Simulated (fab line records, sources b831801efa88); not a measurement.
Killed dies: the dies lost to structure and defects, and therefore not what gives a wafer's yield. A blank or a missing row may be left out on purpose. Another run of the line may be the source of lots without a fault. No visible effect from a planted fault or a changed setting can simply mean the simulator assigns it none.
fab line records | flow sfq_line
record: lots: 6 | wafers: 18 | last_day: 94
route steps=325 shown JJ@193 M5@198
lots that met no fault: from a run of the same line without faults
start_h: hours from the record's first day to the start of the lot's first wafer shown | wait_h: time in hours since the lot's previous step | " the same as in the row above | L1.1+2: one row covering several wafers at once | - no value present, or no start provided | * or withheld: withheld | < > ~ a bound
route shown NAME@n: a module of which the file shows steps, and the number in the route of the first | usual: mean/standard deviation taken from wafers without a fault | same: alike in all rows | chamber/n: place in a boat | sites: the reading at each site | _std_site: standard deviation of those values | _edge_site: inner sites' mean taken away from outer sites' mean | radius_mm: how far each site lies from the wafer's centre | mask NAME#n: copy n | behind: the last tool/chamber to shape the wafer | hold: why the lot went on hold/how many hours it stayed there/how the hold came to an end | device: the n, p or np transistor that did not switch | end of line: tests run on the same wafers once the route is complete | for a step that has no rows: nothing shown but its recipe | killed: dies that structure and defects cost at the first sort, which is not the same as the wafer's yield | map: dies across one wafer; x = killed, . = not, _ = none there
set.NAME: the setting the step ran with; set.NAME@STEP: the setting that earlier step ran with | model.NAME: the simulator's own value behind a step, which no gauge read
certain route steps with their lots: each step a table, each wafer a row
services: from which hour (start_h, from the record's first day; less than 0 if before it) a tool's chamber was out of use, for how many hours, and why
== steps ==
step: SFQ_TRILAYER_JJ_CE_BARC_OPEN_RIE_150
recipe: mask_material: PR | chemistry: O2 | target_depth_nm: 240 | target: BARC | icp_w: 600 | bias_w: 80 | pressure_mtorr: 10 | time_s: 80
usual: drypump_motor_current_A: 5.7/0.75 | oes_product_au: 0.537/0.0044
lot.wafer | tool         | chamber | start_h | wait_h | drypump_motor_current_A | oes_product_au | rf_hours_counter_h
L553.1    | rie_metal-02 | 1       | 1142.35 | 1.0    | 5.3                     | 0.534          | 33
L553.5    | "            | 0       | "       | "      | 4.6                     | 0.536          | -
L553.6    | "            | 1       | "       | "      | 5.3                     | 0.536          | -
L555.1    | rie_metal-01 | 1       | 1145.95 | 1.0    | 6.2                     | 0.536          | 48
L555.2    | "            | 0       | "       | "      | 6.6                     | 0.538          | 41
L555.4    | "            | 1       | "       | "      | 6.2                     | 0.546          | -
L562.1    | rie_metal-01 | 1       | 1246.16 | 1.0    | 6.1                     | 0.545          | 59
L562.2    | "            | 0       | "       | "      | 6.5                     | 0.539          | 53
L562.3    | "            | 0       | "       | "      | 6.6                     | 0.535          | -
L563.3    | rie_metal-01 | 1       | 1247.51 | 0.6    | 6.2                     | 0.537          | -
L563.4    | "            | 0       | "       | "      | 6.6                     | 0.533          | -
L563.6    | "            | 1       | "       | "      | 6.2                     | 0.530          | -
L571.4    | rie_metal-02 | 0       | 1300.98 | 0.4    | 4.6                     | 0.536          | -
L571.5    | "            | 1       | "       | "      | 5.3                     | 0.534          | -
L571.6    | "            | 0       | "       | "      | 4.6                     | 0.536          | -
L574.2    | rie_metal-01 | 0       | 1332.22 | 0.8    | 6.6                     | 0.539          | 63
L574.3    | "            | 0       | "       | "      | 6.5                     | 0.539          | -
L574.6    | "            | 1       | "       | "      | 6.2                     | 0.532          | -
step: SFQ_TRILAYER_JJ_CE_ETCH_RIE_118
recipe: target: Nb | stop_on: Al2O3 | mask_material: PR | taper_deg: 13.257 | over_etch_frac: 0.15 | time_s: 97.7 | chemistry: SF6 | target_depth_nm: 170 | icp_w: 600 | bias_w: 80 | pressure_mtorr: 10
usual: drypump_motor_current_A: 5.7/0.75 | oes_product_au: 0.986/0.0073
lot.wafer | tool         | chamber | start_h | wait_h | drypump_motor_current_A | oes_product_au | rf_hours_counter_h
L553.1    | rie_metal-02 | 1       | 1142.44 | 0.1    | 5.3                     | 0.977          | 33
L553.5    | "            | 0       | "       | "      | 4.6                     | 0.988          | -
L553.6    | "            | 1       | "       | "      | 5.2                     | 0.989          | -
L555.1    | rie_metal-01 | 1       | 1146.04 | 0.1    | 6.2                     | 0.982          | 48
L555.2    | "            | 0       | "       | "      | 6.6                     | 0.984          | 41
L555.4    | "            | 1       | "       | "      | 6.2                     | 0.979          | -
L562.1    | rie_metal-01 | 1       | 1246.25 | 0.1    | 6.2                     | 0.973          | 60
L562.2    | "            | 0       | "       | "      | 6.6                     | 0.979          | 53
L562.3    | "            | 0       | "       | "      | 6.6                     | 0.973          | -
L563.3    | rie_metal-01 | 1       | 1247.61 | 0.1    | 6.2                     | 0.995          | -
L563.4    | "            | 0       | "       | "      | 6.5                     | 0.984          | -
L563.6    | "            | 1       | "       | "      | 6.2                     | 0.977          | -
L571.4    | rie_metal-02 | 0       | 1301.08 | 0.1    | 4.6                     | 0.989          | -
L571.5    | "            | 1       | "       | "      | 5.2                     | 0.974          | -
L571.6    | "            | 0       | "       | "      | 4.6                     | 0.989          | -
L574.2    | rie_metal-01 | 0       | 1332.31 | 0.1    | 6.5                     | 0.987          | 63
L574.3    | "            | 0       | "       | "      | 6.5                     | 0.986          | -
L574.6    | "            | 1       | "       | "      | 6.2                     | 0.972          | -
step: SFQ_TRILAYER_JJ_ANODIZE_ANODIZE_119
recipe: current_density_ma_cm2: withheld | end_current_density_ma_cm2: withheld | bath_temp_c: withheld
step: SFQ_TRILAYER_JJ_CE_STRIP_STRIP_120
recipe: gas: O2 | power_w: 200 | platen_temp_c: 40 | overash_fraction: 0.65 | chemistry: O2 | pressure_mtorr: 50
usual: drypump_motor_current_A: 5.7/0.71 | oes_product_au: 0.995/0.01
lot.wafer | tool         | chamber | start_h | wait_h | drypump_motor_current_A | oes_product_au | rf_hours_counter_h
L553.1    | rie_metal-01 | 1       | 1143.05 | 0.0    | 6.2                     | 0.984          | 47
L553.5    | "            | 1       | "       | "      | 6.2                     | 0.984          | -
L553.6    | "            | 0       | "       | "      | 6.5                     | 0.985          | -
L555.1    | rie_metal-02 | 1       | 1146.65 | 0.0    | 5.3                     | 0.992          | 33
L555.2    | "            | 0       | "       | "      | 4.7                     | 0.988          | 55
L555.4    | "            | 1       | "       | "      | 5.2                     | 1.001          | -
L562.1    | rie_metal-02 | 1       | 1246.85 | 0.0    | 5.2                     | 0.994          | 45
L562.2    | "            | 0       | "       | "      | 4.6                     | 0.991          | 67
L562.3    | "            | 1       | "       | "      | 5.2                     | 0.985          | -
L563.3    | rie_metal-02 | 0       | 1248.38 | 0.2    | 4.6                     | 0.995          | -
L563.4    | "            | 1       | "       | "      | 5.2                     | 0.987          | -
L563.6    | "            | 1       | "       | "      | 5.3                     | 0.983          | -
L571.4    | rie_metal-04 | 0       | 1301.85 | 0.2    | 5.6                     | 1.005          | -
L571.5    | "            | 1       | "       | "      | 6.6                     | 0.998          | -
L571.6    | "            | 0       | "       | "      | 5.6                     | 1.011          | -
L574.2    | rie_metal-04 | 0       | 1332.92 | 0.0    | 5.6                     | 1.008          | 41
L574.3    | "            | 0       | "       | "      | 5.6                     | 1.012          | -
L574.6    | "            | 0       | "       | "      | 5.6                     | 1.004          | -
step: SFQ_TRILAYER_JJ_CE_STRIP_SOLV_CLEAN_121
recipe: chemistry: NMP | temp_c: 70 | time_s: 600
step: SFQ_TRILAYER_M5_LITHO_COAT_128
recipe: resist: BARC | spin_rpm: 3000 | resist_thk_nm: 62
step: SFQ_TRILAYER_M5_LITHO_COAT_123
recipe: resist: KrF | spin_rpm: 3000 | resist_thk_nm: 600
step: SFQ_TRILAYER_M5_LITHO_SOFTBAKE_127
recipe: temp_c: withheld | time_s: withheld | resist: KrF
step: SFQ_TRILAYER_M5_LITHO_EXPOSE_124
recipe: mask_id: M5 | na: 0.6 | source_shape: conventional | sigma_outer: 0.65 | target_cd_nm: 700 | dose_mj: 14.4
step: SFQ_TRILAYER_M5_LITHO_PEB_126
recipe: peb_temp_c: 115 | peb_time_s: 60 | resist: KrF
step: SFQ_TRILAYER_M5_LITHO_DEVELOP_125
recipe: time_s: 60 | resist: KrF
step: SFQ_M5_OVL_MEAS_932
usual: M5_OVL: -4/5.8
lot.wafer | tool       | chamber | start_h | wait_h | M5_OVL[nm]
L553.1    | overlay-01 | -       | 1283.32 | 0.1    | -3
L553.5    | "          | -       | "       | "      | 0
L553.6    | "          | -       | "       | "      | 1
L555.1    | overlay-02 | -       | 1286.92 | 0.1    | -8
L555.2    | "          | -       | "       | "      | -11
L555.4    | "          | -       | "       | "      | -3
L562.1    | overlay-02 | -       | 1393.77 | 0.1    | 1
L562.2    | "          | -       | "       | "      | 2
L562.3    | "          | -       | "       | "      | -3
L563.3    | overlay-02 | -       | 1396.18 | 0.1    | -7
L563.4    | "          | -       | "       | "      | -14
L563.6    | "          | -       | "       | "      | -5
L571.4    | overlay-01 | -       | 1439.51 | 0.1    | -4
L571.5    | "          | -       | "       | "      | -2
L571.6    | "          | -       | "       | "      | -5
L574.2    | overlay-01 | -       | 1467.23 | 0.1    | -5
L574.3    | "          | -       | "       | "      | -3
L574.6    | "          | -       | "       | "      | -5
step: SFQ_TRILAYER_M5_BARC_OPEN_METAL_ETCH_161
recipe: mask_material: PR | chemistry: O2 | target_depth_nm: 125 | target: BARC | icp_w: 600 | bias_w: 80 | pressure_mtorr: 10 | time_s: 41.7
usual: drypump_motor_current_A: 6.2/0.37 | oes_product_au: 0.685/0.0044 | run_length_s: 69.7/0.38
lot.wafer | tool         | chamber | start_h | wait_h | drypump_motor_current_A | oes_product_au | rf_hours_counter_h | run_length_s | model.KrF_of_TRILAYER_M5_LITHO_COAT_123.thk_nm
L553.1    | rie_metal-01 | 0       | 1283.36 | 0.0    | 6.6                     | 0.690          | 59                 | 69.5         | 525.4
L553.5    | "            | 1       | "       | "      | 6.2                     | 0.685          | -                  | 70.0         | 525.3
L553.6    | "            | 0       | "       | "      | 6.5                     | 0.687          | -                  | 69.5         | 525.8
L555.1    | rie_metal-03 | 1       | 1286.96 | 0.0    | 5.7                     | 0.691          | 39                 | 69.2         | 524.7
L555.2    | "            | 0       | "       | "      | 5.9                     | 0.693          | 7                  | 69.7         | 523.4
L555.4    | "            | 1       | "       | "      | 5.7                     | 0.686          | -                  | 69.3         | 522.4
L562.1    | rie_metal-01 | 0       | 1393.81 | 0.0    | 6.6                     | 0.626          | 71                 | 78.7         | 513.4
L562.2    | "            | 1       | "       | "      | 6.2                     | 0.628          | 83                 | 78.4         | 512.5
L562.3    | "            | 0       | "       | "      | 6.5                     | 0.631          | -                  | 78.2         | 515
L563.3    | rie_metal-01 | 0       | 1396.23 | 0.0    | 6.5                     | 0.637          | -                  | 78.7         | 514.9
L563.4    | "            | 1       | "       | "      | 6.2                     | 0.630          | -                  | 78.0         | 516.5
L563.6    | "            | 0       | "       | "      | 6.5                     | 0.624          | -                  | 78.6         | 515.1
L571.4    | rie_metal-04 | 0       | 1439.55 | 0.0    | 5.6                     | 0.687          | -                  | 69.5         | 521.9
L571.5    | "            | 0       | "       | "      | 5.6                     | 0.681          | -                  | 69.9         | 519.8
L571.6    | "            | 1       | "       | "      | 6.6                     | 0.680          | -                  | 70.1         | 522.3
L574.2    | rie_metal-04 | 0       | 1467.26 | 0.0    | 5.6                     | 0.685          | 62                 | 69.7         | 521.9
L574.3    | "            | 0       | "       | "      | 5.6                     | 0.689          | -                  | 69.5         | 521.7
L574.6    | "            | 0       | "       | "      | 5.6                     | 0.684          | -                  | 69.3         | 521
step: SFQ_TRILAYER_M5_ETCH_METAL_ETCH_126
recipe: target: Nb | stop_on: SiO2 | mask_material: PR | over_etch_frac: 0.15 | time_s: 203.2 | chemistry: Cl2/BCl3 | target_depth_nm: 265 | icp_w: 600 | bias_w: 80 | pressure_mtorr: 10
usual: drypump_motor_current_A: 6.2/0.37 | oes_product_au: 0.728/0.0063 | run_length_s: 231.2/0.36
lot.wafer | tool         | chamber | start_h | wait_h | drypump_motor_current_A | oes_product_au | rf_hours_counter_h | run_length_s | model.KrF_of_TRILAYER_M5_LITHO_COAT_123.thk_nm
L553.1    | rie_metal-01 | 0       | 1283.42 | 0.0    | 6.5                     | 0.730          | 59                 | 230.9        | 373.5
L553.5    | "            | 1       | "       | "      | 6.2                     | 0.734          | -                  | 230.8        | 374.5
L553.6    | "            | 0       | "       | "      | 6.5                     | 0.728          | -                  | 231.4        | 376.1
L555.1    | rie_metal-03 | 1       | 1287.02 | 0.0    | 5.7                     | 0.727          | 39                 | 231.0        | 372.9
L555.2    | "            | 0       | "       | "      | 5.9                     | 0.723          | 7                  | 231.0        | 369.2
L555.4    | "            | 1       | "       | "      | 5.7                     | 0.729          | -                  | 230.8        | 370.1
L562.1    | rie_metal-01 | 0       | 1393.87 | 0.0    | 6.5                     | 0.723          | 71                 | 231.1        | 362.7
L562.2    | "            | 1       | "       | "      | 6.2                     | 0.732          | 83                 | 231.2        | 364
L562.3    | "            | 0       | "       | "      | 6.5                     | 0.712          | -                  | 231.0        | 364.6
L563.3    | rie_metal-01 | 0       | 1396.33 | 0.1    | 6.5                     | 0.723          | -                  | 231.3        | 364.3
L563.4    | "            | 1       | "       | "      | 6.2                     | 0.720          | -                  | 231.1        | 368.5
L563.6    | "            | 0       | "       | "      | 6.5                     | 0.722          | -                  | 230.9        | 365
L571.4    | rie_metal-04 | 0       | 1439.66 | 0.1    | 5.6                     | 0.732          | -                  | 231.1        | 368.6
L571.5    | "            | 0       | "       | "      | 5.6                     | 0.731          | -                  | 231.4        | 366.5
L571.6    | "            | 1       | "       | "      | 6.6                     | 0.720          | -                  | 231.9        | 371
L574.2    | rie_metal-04 | 0       | 1467.32 | 0.0    | 5.6                     | 0.729          | 62                 | 231.1        | 368
L574.3    | "            | 0       | "       | "      | 5.6                     | 0.738          | -                  | 231.6        | 367
L574.6    | "            | 0       | "       | "      | 5.6                     | 0.730          | -                  | 231.3        | 366.8
step: SFQ_TRILAYER_M5_STRIP_STRIP_127
recipe: gas: O2 | power_w: 200 | platen_temp_c: 40 | overash_fraction: 0.65 | chemistry: O2 | pressure_mtorr: 50
usual: drypump_motor_current_A: 6.2/0.38 | oes_product_au: 0.998/0.011
lot.wafer | tool         | chamber | start_h | wait_h | drypump_motor_current_A | oes_product_au | rf_hours_counter_h
L553.1    | rie_metal-01 | 0       | 1283.61 | 0.1    | 6.5                     | 0.998          | 59
L553.5    | "            | 1       | "       | "      | 6.2                     | 0.984          | -
L553.6    | "            | 0       | "       | "      | 6.5                     | 0.984          | -
L555.1    | rie_metal-03 | 1       | 1287.21 | 0.1    | 5.7                     | 0.995          | 39
L555.2    | "            | 0       | "       | "      | 5.9                     | 1.007          | 7
L555.4    | "            | 1       | "       | "      | 5.8                     | 0.992          | -
L562.1    | rie_metal-01 | 0       | 1394.06 | 0.1    | 6.5                     | 1.003          | 71
L562.2    | "            | 1       | "       | "      | 6.2                     | 0.981          | 83
L562.3    | "            | 0       | "       | "      | 6.5                     | 0.993          | -
L563.3    | rie_metal-01 | 0       | 1396.66 | 0.3    | 6.6                     | 1.001          | -
L563.4    | "            | 1       | "       | "      | 6.2                     | 0.994          | -
L563.6    | "            | 0       | "       | "      | 6.6                     | 1.009          | -
L571.4    | rie_metal-04 | 0       | 1439.99 | 0.3    | 5.6                     | 1.008          | -
L571.5    | "            | 0       | "       | "      | 5.6                     | 1.007          | -
L571.6    | "            | 1       | "       | "      | 6.6                     | 0.984          | -
L574.2    | rie_metal-04 | 0       | 1467.51 | 0.1    | 5.6                     | 1.005          | 63
L574.3    | "            | 0       | "       | "      | 5.6                     | 1.002          | -
L574.6    | "            | 0       | "       | "      | 5.6                     | 1.007          | -
== services ==
tool         | chamber | start_h | hours | kind
rie_metal-01 | 1       | 1127.93 | 5.8   | repair
rie_metal-03 | -       | 1142.00 | 2.8   | pm
rie_metal-02 | 0       | 1151.12 | 2.0   | repair
rie_metal-03 | 0       | 1177.24 | 4.1   | repair
rie_metal-04 | -       | 1205.59 | 14.6  | pm
rie_metal-03 | 0       | 1209.44 | -     | clean
rie_metal-03 | 0       | 1209.44 | -     | consumable_replace:esc
rie_metal-03 | 0       | 1209.44 | -     | consumable_replace:focus_ring
rie_metal-03 | 0       | 1209.44 | 25.5  | scheduled_down
rie_metal-03 | 0       | 1209.44 | 25.5  | vent_cycle
rie_metal-04 | 1       | 1239.58 | 14.2  | repair
rie_metal-02 | 0       | 1273.88 | 2.0   | repair
rie_metal-03 | 1       | 1288.87 | 18.3  | repair
rie_metal-01 | 0       | 1307.14 | 16.6  | repair
rie_metal-01 | -       | 1309.61 | 0.8   | repair
rie_metal-04 | 1       | 1348.12 | -     | clean
rie_metal-04 | 1       | 1348.12 | -     | consumable_replace:focus_ring
rie_metal-04 | 1       | 1348.12 | 22.8  | scheduled_down
rie_metal-04 | 1       | 1348.12 | 22.8  | vent_cycle
== key ==
first_sign: step: SFQ_TRILAYER_M5_BARC_OPEN_METAL_ETCH_161 | reading: run_length_s | direction: up | sigmas: 23 | usual: * | struck: *
effect: step: SFQ_TRILAYER_M5_BARC_OPEN_METAL_ETCH_161 | reading: oes_product_au | direction: down | sigmas: 13 | usual: 0.685 | struck: 0.629
model_effect: step: SFQ_TRILAYER_M5_BARC_OPEN_METAL_ETCH_161 | value: KrF_of_TRILAYER_M5_LITHO_COAT_123.thk_nm | without: 525.2 | struck: 514.6
model_effect: step: SFQ_TRILAYER_M5_ETCH_METAL_ETCH_126 | value: KrF_of_TRILAYER_M5_LITHO_COAT_123.thk_nm | without: 375.5 | struck: 364.9
met_at SFQ_TRILAYER_M5_BARC_OPEN_METAL_ETCH_161
struck_wafers L562.1,L562.2,L562.3,L563.3,L563.4,L563.6
onset_between 1283.36 1393.81
fault: kind: process_parameter_drift | tool: rie_metal-01 | chamber: - | onset_h: 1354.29 | steps: SFQ_TRILAYER_M5_BARC_OPEN_METAL_ETCH_161 | channel: time_s | offset: * | shape: step | end_h: 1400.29 | acts_in: * | stated: *
